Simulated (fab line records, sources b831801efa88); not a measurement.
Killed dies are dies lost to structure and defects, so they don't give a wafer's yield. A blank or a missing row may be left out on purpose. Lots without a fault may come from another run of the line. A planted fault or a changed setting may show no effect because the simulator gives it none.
A struck lot beside a sound one | flow gf180mcu | 15 steps out of a route of 602
Sound: wafers L482.1, L482.2, L482.4. Struck: wafer L499.5. (L499.1, L499.6 of the same lot were not struck and are left out.) The cause comes at the end.
At each step with rows: each side's tool, then ch and its chambers, then its first start. Under that, the readings that differ: sound wafers | struck wafers | difference of the means | sigmas: that difference in standard deviations of wafers without a fault.
alike: readings whose means differ by less than 2 such deviations, and words and numbers that are the same on both sides. not compared: withheld readings, readings that some wafer has no value for, bounds like >300 that may hide the same value, and numbers for which the record gives no deviation and whose values overlap.
The two part at a step that has a row with sigmas, a row that says differs or no value, or rows on one side only. Numbers that don't overlap but have no deviation are shown without sigmas and don't part them. A reading that every wafer of one side lacks parts them only if that side has two wafers or more.

GF_M2_SPUTTER_04: material TiN, target thk 50 nm, time 41.7 s.
  sound on pvd_sputter-02, day 18 05:13; struck on pvd_sputter-02, day 24 16:16
  alike: cathode_dc_power_W, throttle_valve_pct
GF_M2_RS_MEAS_05: measures by four-point-probe.
  sound on film_metro-02, day 18 05:15; struck on film_metro-01, day 24 16:19
  alike: M2_ALCU_RS
GF_M2_THK_MEAS_06: measures by xrf.
  sound on film_metro-02, day 18 05:22; struck on film_metro-01, day 24 16:26
  alike: M2_ALCU_THK
then, 7 steps without rows for these wafers: GF_M2_DEHYDRATE_07 (time 60 s); GF_M2_HMDS_08 (prime time 60 s); GF_M2_COAT_09 (resist thk 1000 nm); GF_M2_SOFTBAKE_10 (time 60 s); GF_M2_EXPOSE_11 (exposes mask Metal2, target cd 280 nm); GF_M2_PEB_12 (peb time 90 s); GF_M2_DEVELOP_13 (develop time 60 s).
GF_M2_CD_MEAS_14: target cd 280 nm.
  sound on cd_sem-01, day 19 04:49; struck on cd_sem-01, day 25 13:15
  alike: cd_nm
GF_M2_OVL_MEAS_15:
  sound on overlay-01, day 19 04:56; struck on overlay-02, day 25 13:22
  alike: M2_OVL
GF_M2_METAL_ETCH_16: etches the open film in Cl2/BCl3, stops on SiO2, target depth 627.5 nm, time 104.6 s.
  sound on rie_metal-04 ch 0,1, day 19 04:58; struck on rie_metal-03 ch 0, day 25 13:25
  reading    | sound             | struck | difference | sigmas
  bias_w (W) | 140.4 139.7 140.0 | 147.3  | +7.3       | +16
  alike: bcl3_flow_sccm, drypump_motor_current_A, he_backside_leak_sccm, oes_product_au, throttle_valve_pct
  not compared: rf_hours_counter_h
GF_M2_STRIP_17: strips in O2/N2.
  sound on plasma_asher-04 ch 0,1, day 19 05:07; struck on plasma_asher-02 ch 1, day 25 13:31
  reading            | sound       | struck | difference | sigmas
  heater_power_w (W) | 332 336 332 | 304    | -29        | -3
  alike: drypump_motor_current_A, oes_product_au, strip_time_to_endpoint_s
  not compared: rf_hours_counter_h
-- the record jumps here: 8 days lie between the struck wafers' starts before and after (it left off in module M2 and takes up again in module PASSIVATION, whose first step shown is number 602 of the route) --
GF_PASSIVATION_PROBE_99:
  the record has rows for the struck wafers here (prober-01, day 33 22:16) and none for the sound ones

WHERE THEY PART
First at GF_M2_METAL_ETCH_16; last, within this record, at GF_PASSIVATION_PROBE_99.

WHY: what the simulator had put in
Process parameter drift: rie_metal-03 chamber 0, from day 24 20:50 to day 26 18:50, at GF_M2_METAL_ETCH_16. Setting bias_w, moved by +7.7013, from 140. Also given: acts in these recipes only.
